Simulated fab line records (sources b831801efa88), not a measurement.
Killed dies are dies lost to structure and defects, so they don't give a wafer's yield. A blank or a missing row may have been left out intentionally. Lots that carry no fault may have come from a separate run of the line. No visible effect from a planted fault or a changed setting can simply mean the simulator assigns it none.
Matching of chambers | flow sfqLine | cmp-01 running SFQ_TRILAYER_I0_CMP_CMP_028: 3 sister chambers
The step polishes SiO2. 14 wafers are shown with their chamber, then 6 later ones without.

EACH WAFER AND ITS CHAMBER
wafer  | chamber | motorCurrentA (A) | timeToEndpointS (s) | edgeZonePressureFrac
L524.1 | 0       | 12.1              | 221                 | 0.995
L524.2 | 3       | 9.9               | 223                 | 1.000
L524.5 | 0       | 12.8              | 238                 | 0.998
L526.4 | 3       | 9.6               | 231                 | 0.998
L526.5 | 0       | 11.3              | 241                 | 1.001
L526.6 | 3       | 10.5              | 227                 | 1.005
L528.3 | 0       | 11.5              | 225                 | 1.004
L528.5 | 0       | 11.4              | 232                 | 0.993
L528.6 | 1       | 9.0               | 226                 | 1.001
L537.3 | 1       | 9.4               | 213                 | 1.003
L537.4 | 0       | 12.3              | 224                 | 1.012
L537.6 | 1       | 8.9               | 216                 | 0.997
L543.2 | 3       | 10.4              | 212                 | 1.000
L543.4 | 0       | 12.1              | 226                 | 1.008

SIGNATURES (means of the wafers above)
reading              | chamber 0 | chamber 1 | chamber 3 | scatter within a chamber
motorCurrentA        | 11.929    | 9.100     | 10.100    | 0.476
timeToEndpointS      | 229.57    | 218.33    | 223.25    | 7.62
edgeZonePressureFrac | 1.00157   | 1.00033   | 1.00075   | 0.00549
Rule: for each reading, subtract the chamber's mean from the wafer's reading, divide by that reading's scatter and square the result; add these up over the readings and take the root, which gives the wafer's distance from the chamber. The wafer belongs to the nearest chamber; if the next one is less than 2 further off, it can't be placed. The scatter: take each reading less its chamber's mean, square it, sum over the shown wafers, divide by the number of wafers less the number of chambers, and take the root.

WAFERS WITH NO CHAMBER GIVEN
wafer  | motorCurrentA (A) | timeToEndpointS (s) | edgeZonePressureFrac
L543.5 | 9.2               | 217                 | 0.989
L544.2 | 11.7              | 218                 | 1.010
L544.3 | 9.7               | 213                 | 1.003
L544.5 | 10.3              | 221                 | 0.998
L545.4 | 11.9              | 223                 | 0.993
L545.5 | 11.7              | 224                 | 1.000

WHICH CHAMBER EACH ONE RAN IN
wafer  | from the rows above     | in truth
L543.5 | can't be placed: 1 or 3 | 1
L544.2 | can't be placed: 0 or 3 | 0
L544.3 | can't be placed: 1 or 3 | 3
L544.5 | can't be placed: 3 or 1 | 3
L545.4 | 0                       | 0
L545.5 | 0                       | 0
Placed correctly: 2 of 6. Not placeable from these rows: 4 (in 4, the candidates include the true chamber). Placed wrongly: 0.
